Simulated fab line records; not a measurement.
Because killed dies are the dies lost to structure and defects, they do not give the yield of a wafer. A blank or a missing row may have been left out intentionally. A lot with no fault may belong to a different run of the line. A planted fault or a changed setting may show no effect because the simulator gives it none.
Chamber matching    flow gf180mcu    GF_STI_CMP_25 on cmp-01: 4 sister chambers
The step polishes, stops on Si3N4, t overpolish 33 s, target thk 524.6 nm. 18 wafers are shown with their chamber, then 8 later ones without.

== EACH WAFER AND ITS CHAMBER ==
wafer   chamber  motor current A (A)  edge zone pressure frac  time to endpoint s (s)
L537.2  1        11.1                 1.010                    122
L537.4  0        10.9                 1.004                    117
L537.5  0        10.0                 1.003                    119
L538.1  1        11.5                 1.002                    119
L538.2  2        11.6                 1.007                    123
L538.6  1        11.6                 1.009                    122
L540.3  0        11.1                 1.003                    121
L540.4  2        12.2                 1.004                    127
L540.6  2        12.1                 0.997                    123
L541.2  2        12.2                 0.994                    124
L541.3  0        10.7                 1.006                    118
L541.6  0        10.8                 0.997                    121
L549.3  2        12.1                 1.012                    120
L549.4  3        11.4                 1.005                    125
L551.1  1        11.8                 1.003                    119
L551.2  2        12.6                 0.992                    114
L551.4  3        11.5                 0.998                    115
L555.1  1        11.9                 1.000                    123

SIGNATURES, as means of the wafers listed above
reading                  chamber 0  chamber 1  chamber 2  chamber 3  scatter within a chamber
motor current A          10.700     11.580     12.133     11.450     0.339
edge zone pressure frac  1.00260    1.00480    1.00100    1.00150    0.00574
time to endpoint s       119.20     121.00     121.83     120.00     3.54
Rule: a wafer lies at a distance from a chamber equal to the root of the sum of squares, over the readings, of (its reading less the chamber's mean, divided by the reading's scatter). If the next closest chamber is less than 2 further off than the closest, the wafer can't be placed; otherwise it belongs to the closest. How the scatter is found: for the shown wafers, subtract from each reading the mean of its chamber, square and add these, divide the total by (wafers less chambers), then take the root.

== WAFERS WITHOUT THEIR CHAMBER ==
wafer   motor current A (A)  edge zone pressure frac  time to endpoint s (s)
L555.4  12.1                 1.004                    124
L555.5  11.1                 0.997                    116
L559.2  11.1                 1.001                    127
L559.4  12.9                 1.003                    119
L559.5  12.6                 1.007                    122
L560.4  11.6                 0.985                    123
L560.5  12.0                 1.001                    123
L560.6  11.1                 0.994                    117

== THE CHAMBER EACH PASSED THROUGH ==
wafer   from the rows above                in truth
L555.4  can't be placed: 2 or 1 or 3       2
L555.5  can't be placed: 3 or 0 or 1 or 2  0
L559.2  can't be placed: 3 or 1 or 0 or 2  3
L559.4  can't be placed: 2 or 1 or 3       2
L559.5  can't be placed: 2 or 1 or 3       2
L560.4  can't be placed: 3 or 2 or 1 or 0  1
L560.5  can't be placed: 2 or 1 or 3       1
L560.6  can't be placed: 3 or 0 or 1 or 2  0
Placed correctly: 0 of 8. Cannot be placed on the basis of these rows: 8; the candidates contain the true chamber in 8. Number placed wrongly: 0.
